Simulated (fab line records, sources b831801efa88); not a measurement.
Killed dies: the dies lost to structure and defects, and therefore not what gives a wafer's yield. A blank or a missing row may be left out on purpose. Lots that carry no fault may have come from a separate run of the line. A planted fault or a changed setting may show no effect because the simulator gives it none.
Which tool was responsible? + flow gf180mcu + 24 lots, 72 wafers sampled, at 6 steps of a route of 602

## WHAT THE GAUGES SHOWED, per wafer
GF_M4_THK_MEAS_06: measures by xrf.
| lot  | measured     | on           | M4_ALCU_THK (nm) |
|------|--------------|--------------|------------------|
| L074 | day 22 04:41 | filmMetro-02 | 445 443 445      |
| L075 | day 22 18:21 | filmMetro-02 | 442 444 434      |
| L076 | day 23 00:29 | filmMetro-02 | 443 441 438      |
| L077 | day 23 11:37 | filmMetro-03 | 443 443 444      |
| L078 | day 23 23:37 | filmMetro-03 | 441 443 446      |
| L079 | day 24 12:25 | filmMetro-03 | 434 436 437      |
| L080 | day 24 16:02 | filmMetro-03 | 445 450 445      |
| L081 | day 24 19:24 | filmMetro-02 | 433 438 434      |
| L082 | day 25 09:41 | filmMetro-02 | 445 443 448      |
| L083 | day 25 10:43 | filmMetro-02 | 443 444 444      |
| L084 | day 25 20:31 | filmMetro-02 | 445 447 444      |
| L085 | day 26 05:34 | filmMetro-02 | 429 436 432      |
| L086 | day 26 10:00 | filmMetro-02 | 436 434 441      |
| L087 | day 27 02:01 | filmMetro-03 | 442 443 442      |
| L088 | day 27 06:05 | filmMetro-02 | 440 433 439      |
| L089 | day 27 07:49 | filmMetro-02 | 439 440 437      |
| L090 | day 27 11:43 | filmMetro-02 | 443 441 440      |
| L091 | day 28 13:31 | filmMetro-02 | 437 437 438      |
| L092 | day 28 14:52 | filmMetro-02 | 438 441 433      |
| L093 | day 28 20:45 | filmMetro-03 | 449 451 446      |
| L094 | day 28 21:57 | filmMetro-03 | 448 441 444      |
| L095 | day 29 00:00 | filmMetro-03 | 446 446 443      |
| L096 | day 29 16:05 | filmMetro-02 | 441 441 439      |
| L097 | day 30 02:01 | filmMetro-02 | 441 438 439      |

GF_M4_OVL_MEAS_15.
| lot  | measured     | on         | M4_OVL (nm) |
|------|--------------|------------|-------------|
| L074 | day 23 03:44 | overlay-01 | -11 -9 -7   |
| L075 | day 23 16:34 | overlay-02 | 2 -7 -9     |
| L076 | day 23 23:02 | overlay-02 | -10 -4 -3   |
| L077 | day 24 09:37 | overlay-02 | 3 -2 1      |
| L078 | day 24 21:22 | overlay-01 | 11 13 5     |
| L079 | day 25 09:40 | overlay-02 | 7 2 6       |
| L080 | day 25 13:23 | overlay-01 | -6 -7 -9    |
| L081 | day 25 16:43 | overlay-01 | -1 1 0      |
| L082 | day 26 05:25 | overlay-02 | 3 -4 4      |
| L083 | day 26 05:41 | overlay-01 | -24 -11 -12 |
| L084 | day 26 15:31 | overlay-01 | -5 -13 -3   |
| L085 | day 27 01:14 | overlay-02 | 7 7 -1      |
| L086 | day 27 06:40 | overlay-02 | -5 -5 -4    |
| L087 | day 27 22:26 | overlay-01 | 6 4 3       |
| L088 | day 28 01:22 | overlay-02 | -4 -7 7     |
| L089 | day 28 03:16 | overlay-02 | -1 -11 -9   |
| L090 | day 28 07:34 | overlay-01 | -6 -12 -9   |
| L091 | day 29 07:50 | overlay-02 | -8 -7 -11   |
| L092 | day 29 09:49 | overlay-01 | -24 -15 -18 |
| L093 | day 29 15:26 | overlay-01 | -6 -9 -9    |
| L094 | day 29 16:31 | overlay-02 | -13 0 -8    |
| L095 | day 29 18:07 | overlay-02 | 0 4 7       |
| L096 | day 30 10:22 | overlay-01 | 0 -12 -2    |
| L097 | day 30 20:07 | overlay-01 | 3 -5 -2     |

GF_M5_OVL_MEAS_08.
| lot  | measured     | on         | M5_OVL (nm) |
|------|--------------|------------|-------------|
| L074 | day 26 00:29 | overlay-01 | -3 -13 -10  |
| L075 | day 26 12:14 | overlay-02 | 7 8 6       |
| L076 | day 26 15:47 | overlay-01 | -3 -7 -2    |
| L077 | day 27 06:47 | overlay-02 | 0 2 -4      |
| L078 | day 27 12:07 | overlay-02 | -2 -6 -4    |
| L079 | day 28 00:25 | overlay-01 | 0 -1 -4     |
| L080 | day 28 04:44 | overlay-01 | -11 -5 -7   |
| L081 | day 28 08:38 | overlay-01 | -14 -7 -9   |
| L082 | day 28 20:25 | overlay-01 | -10 -9 -1   |
| L083 | day 28 20:32 | overlay-02 | -11 -9 -5   |
| L084 | day 29 06:26 | overlay-02 | 1 -3 4      |
| L085 | day 29 14:53 | overlay-01 | 1 -1 -5     |
| L086 | day 29 19:04 | overlay-02 | -1 -2 -4    |
| L087 | day 30 09:56 | overlay-01 | -10 -3 -6   |
| L088 | day 30 12:19 | overlay-02 | -2 -7 -5    |
| L089 | day 30 15:10 | overlay-01 | -7 0 -5     |
| L090 | day 30 18:19 | overlay-02 | -6 -5 -6    |
| L091 | day 31 17:50 | overlay-01 | 1 4 -3      |
| L092 | day 31 19:04 | overlay-02 | 2 0 -1      |
| L093 | day 31 23:47 | overlay-01 | 1 -2 -2     |
| L094 | day 32 01:40 | overlay-02 | -21 -13 -12 |
| L095 | day 32 02:37 | overlay-02 | 0 7 3       |
| L096 | day 32 16:58 | overlay-01 | -11 -5 -12  |
| L097 | day 33 01:44 | overlay-01 | -15 -8 -4   |

## WHICH TOOL RAN EACH LOT (tool, then ch and the chambers of the sampled wafers, then the start)
| lot  | GF_M1_SPUTTER_03            | GF_V3_CMP_26                  | GF_M4_SPUTTER_03            |
|------|-----------------------------|-------------------------------|-----------------------------|
| L074 | pvdSputter-02, day 15 23:35 | cmp-01 ch 0,1,2, day 22 04:07 | pvdSputter-01, day 22 04:29 |
| L075 | pvdSputter-04, day 16 14:42 | cmp-01 ch 0,1,3, day 22 17:48 | pvdSputter-04, day 22 18:10 |
| L076 | pvdSputter-02, day 16 18:15 | cmp-01 ch 0,1, day 22 23:49   | pvdSputter-03, day 23 00:16 |
| L077 | pvdSputter-03, day 17 03:28 | cmp-01 ch 0,2,3, day 23 10:10 | pvdSputter-01, day 23 11:26 |
| L078 | pvdSputter-04, day 17 18:04 | cmp-01 ch 2,3, day 23 22:58   | pvdSputter-01, day 23 23:26 |
| L079 | pvdSputter-03, day 18 05:41 | cmp-02 ch 0,2,3, day 24 11:43 | pvdSputter-03, day 24 12:11 |
| L080 | pvdSputter-03, day 18 10:25 | cmp-01 ch 1,2, day 24 15:13   | pvdSputter-03, day 24 15:41 |
| L081 | pvdSputter-04, day 18 15:28 | cmp-02 ch 0,2,3, day 24 18:48 | pvdSputter-03, day 24 19:13 |
| L082 | pvdSputter-02, day 19 05:42 | cmp-02 ch 0,1,3, day 25 09:03 | pvdSputter-01, day 25 09:31 |
| L083 | pvdSputter-02, day 19 07:04 | cmp-01 ch 0,1,2, day 25 10:02 | pvdSputter-03, day 25 10:23 |
| L084 | pvdSputter-03, day 19 19:30 | cmp-02 ch 1,2,3, day 25 19:52 | pvdSputter-04, day 25 20:19 |
| L085 | pvdSputter-02, day 20 05:29 | cmp-02 ch 2,3, day 26 04:49   | pvdSputter-04, day 26 05:17 |
| L086 | pvdSputter-04, day 20 12:36 | cmp-02 ch 0,3, day 26 09:13   | pvdSputter-04, day 26 09:37 |
| L087 | pvdSputter-04, day 21 05:16 | cmp-01 ch 0,2,3, day 27 01:28 | pvdSputter-04, day 27 01:50 |
| L088 | pvdSputter-03, day 21 11:46 | cmp-02 ch 0,1,2, day 27 05:33 | pvdSputter-03, day 27 05:55 |
| L089 | pvdSputter-02, day 21 12:43 | cmp-01 ch 0,1,3, day 27 07:13 | pvdSputter-04, day 27 07:37 |
| L090 | pvdSputter-03, day 21 18:05 | cmp-02 ch 0,2,3, day 27 11:07 | pvdSputter-04, day 27 11:32 |
| L091 | pvdSputter-02, day 23 00:52 | cmp-02 ch 0,1, day 28 12:50   | pvdSputter-03, day 28 13:18 |
| L092 | pvdSputter-04, day 23 01:58 | cmp-01 ch 1,2,3, day 28 14:14 | pvdSputter-03, day 28 14:41 |
| L093 | pvdSputter-02, day 23 07:11 | cmp-02 ch 0,1, day 28 20:08   | pvdSputter-01, day 28 20:33 |
| L094 | pvdSputter-03, day 23 09:04 | cmp-01 ch 0,2,3, day 28 21:18 | pvdSputter-01, day 28 21:46 |
| L095 | pvdSputter-02, day 23 11:32 | cmp-01 ch 1,3, day 28 23:22   | pvdSputter-03, day 28 23:49 |
| L096 | pvdSputter-03, day 24 03:28 | cmp-02 ch 1,3, day 29 15:27   | pvdSputter-04, day 29 15:55 |
| L097 | pvdSputter-04, day 24 16:21 | cmp-01 ch 0,2,3, day 30 01:25 | pvdSputter-03, day 30 01:49 |
- GF_M1_SPUTTER_03: material Ti, target thk 10 nm, time 6.7 s.
- GF_V3_CMP_26: polishes, stops on SiO2, t overpolish 15 s, target thk 0 nm.
- GF_M4_SPUTTER_03: material Ti, target thk 10 nm, time 6.7 s.

## WHAT THE TOOLS THEMSELVES READ (means of the sampled wafers that have a number; where no wafer has one, the mark that the record gives instead)
GF_M1_SPUTTER_03.
| lot  | tool          | cathodeDcPowerW (W) | throttleValvePct (%) |
|------|---------------|---------------------|----------------------|
| L074 | pvdSputter-02 | 2999.9              | 30.0                 |
| L075 | pvdSputter-04 | 2999.7              | 29.6                 |
| L076 | pvdSputter-02 | 3000.2              | 31.0                 |
| L077 | pvdSputter-03 | 2999.5              | 29.9                 |
| L078 | pvdSputter-04 | 2999.8              | 29.8                 |
| L079 | pvdSputter-03 | 2999.5              | 30.1                 |
| L080 | pvdSputter-03 | 3000.0              | 30.3                 |
| L081 | pvdSputter-04 | 3000.0              | 28.1                 |
| L082 | pvdSputter-02 | 3000.1              | 30.7                 |
| L083 | pvdSputter-02 | 2999.8              | 30.4                 |
| L084 | pvdSputter-03 | 2999.9              | 30.1                 |
| L085 | pvdSputter-02 | 2999.7              | 30.9                 |
| L086 | pvdSputter-04 | 2999.8              | 29.5                 |
| L087 | pvdSputter-04 | 3000.4              | 29.5                 |
| L088 | pvdSputter-03 | 2999.8              | 29.9                 |
| L089 | pvdSputter-02 | 3000.0              | 30.8                 |
| L090 | pvdSputter-03 | 2999.8              | 29.8                 |
| L091 | pvdSputter-02 | 3000.3              | 30.8                 |
| L092 | pvdSputter-04 | 3000.0              | 29.5                 |
| L093 | pvdSputter-02 | 3000.1              | 30.7                 |
| L094 | pvdSputter-03 | 3000.2              | 30.1                 |
| L095 | pvdSputter-02 | 2999.8              | 30.4                 |
| L096 | pvdSputter-03 | 2999.6              | 29.9                 |
| L097 | pvdSputter-04 | 2999.7              | 28.8                 |

GF_V3_CMP_26.
| lot  | tool   | edgeZonePressureFrac | motorCurrentA (A) | overpolishRunS (s) | timeToEndpointS (s) |
|------|--------|----------------------|-------------------|--------------------|---------------------|
| L074 | cmp-01 | 1.000                | 10.7              | 15.009             | 80                  |
| L075 | cmp-01 | 1.001                | 10.6              | 14.992             | 82                  |
| L076 | cmp-01 | 0.999                | 11.3              | 14.990             | 85                  |
| L077 | cmp-01 | 0.998                | 10.8              | 15.006             | 80                  |
| L078 | cmp-01 | 1.002                | 10.7              | 15.003             | 82                  |
| L079 | cmp-02 | 0.998                | 11.0              | 15.003             | 85                  |
| L080 | cmp-01 | 0.996                | 10.5              | 14.996             | 86                  |
| L081 | cmp-02 | 1.004                | 10.8              | 14.997             | 87                  |
| L082 | cmp-02 | 0.997                | 11.5              | 15.002             | 93                  |
| L083 | cmp-01 | 0.998                | 11.0              | 15.003             | 84                  |
| L084 | cmp-02 | 1.003                | 11.3              | 14.999             | 86                  |
| L085 | cmp-02 | 0.997                | 10.8              | 14.997             | 84                  |
| L086 | cmp-02 | 1.001                | 11.0              | 14.999             | 88                  |
| L087 | cmp-01 | 1.003                | 10.6              | 15.000             | 90                  |
| L088 | cmp-02 | 1.001                | 11.2              | 14.998             | 84                  |
| L089 | cmp-01 | 1.001                | 10.4              | 14.996             | 85                  |
| L090 | cmp-02 | 0.996                | 10.9              | 14.992             | 82                  |
| L091 | cmp-02 | 0.997                | 11.5              | 15.005             | 88                  |
| L092 | cmp-01 | 0.999                | 9.9               | 14.999             | 87                  |
| L093 | cmp-02 | 1.002                | 12.3              | 14.996             | 82                  |
| L094 | cmp-01 | 0.998                | 10.9              | 15.007             | 85                  |
| L095 | cmp-01 | 0.992                | 9.5               | 14.994             | 84                  |
| L096 | cmp-02 | 1.004                | 11.2              | 14.999             | 84                  |
| L097 | cmp-01 | 1.004                | 10.5              | 14.994             | 82                  |

GF_M4_SPUTTER_03.
| lot  | tool          | cathodeDcPowerW (W) | throttleValvePct (%) |
|------|---------------|---------------------|----------------------|
| L074 | pvdSputter-01 | 3000.3              | 29.6                 |
| L075 | pvdSputter-04 | 3000.0              | 29.8                 |
| L076 | pvdSputter-03 | 3000.0              | 29.9                 |
| L077 | pvdSputter-01 | 2999.6              | 29.9                 |
| L078 | pvdSputter-01 | 3000.1              | 29.3                 |
| L079 | pvdSputter-03 | 3000.2              | 30.0                 |
| L080 | pvdSputter-03 | 3000.3              | 30.4                 |
| L081 | pvdSputter-03 | 3000.6              | 30.3                 |
| L082 | pvdSputter-01 | 3000.0              | 29.2                 |
| L083 | pvdSputter-03 | 3000.0              | 30.1                 |
| L084 | pvdSputter-04 | 2999.9              | 29.8                 |
| L085 | pvdSputter-04 | 3000.0              | 28.6                 |
| L086 | pvdSputter-04 | 2999.9              | 29.4                 |
| L087 | pvdSputter-04 | 2999.9              | 29.8                 |
| L088 | pvdSputter-03 | 2999.5              | 30.2                 |
| L089 | pvdSputter-04 | 2999.8              | 29.0                 |
| L090 | pvdSputter-04 | 2999.6              | 28.0                 |
| L091 | pvdSputter-03 | 2999.7              | 30.0                 |
| L092 | pvdSputter-03 | 2999.8              | 30.2                 |
| L093 | pvdSputter-01 | 3000.2              | 29.9                 |
| L094 | pvdSputter-01 | 2999.9              | 29.6                 |
| L095 | pvdSputter-03 | 3000.3              | 30.3                 |
| L096 | pvdSputter-04 | 2999.5              | 30.0                 |
| L097 | pvdSputter-03 | 3000.1              | 29.9                 |

## THE ANSWER, worked out from the rows above alone
Rule: the lots themselves supply what counts as usual. The widest of any qualifying gaps counts: lots, ordered by their means at a reading, are off when they make up no more than a third of the lots, leave a main group of 4 or more, and stand apart from it by 3 or more times the standard deviation of that group's means. If all means in a main group match to the digits the tables above print for the reading, that group is not used. Also off: a lot with no number at a reading for which 4 or more lots have one. Where the step has rows for the other lots, those lots are counted as sound. Order of review: gauges by route order, followed by the tools' own readings, for which a lot's mean as printed above is used. At the first step where some lot is off, the reading lying furthest off is the one used; lots without a number count as furthest.
Across all readings shown, no lot is off: no conclusion can be drawn from this.

## WHAT THE SIMULATOR PUT IN
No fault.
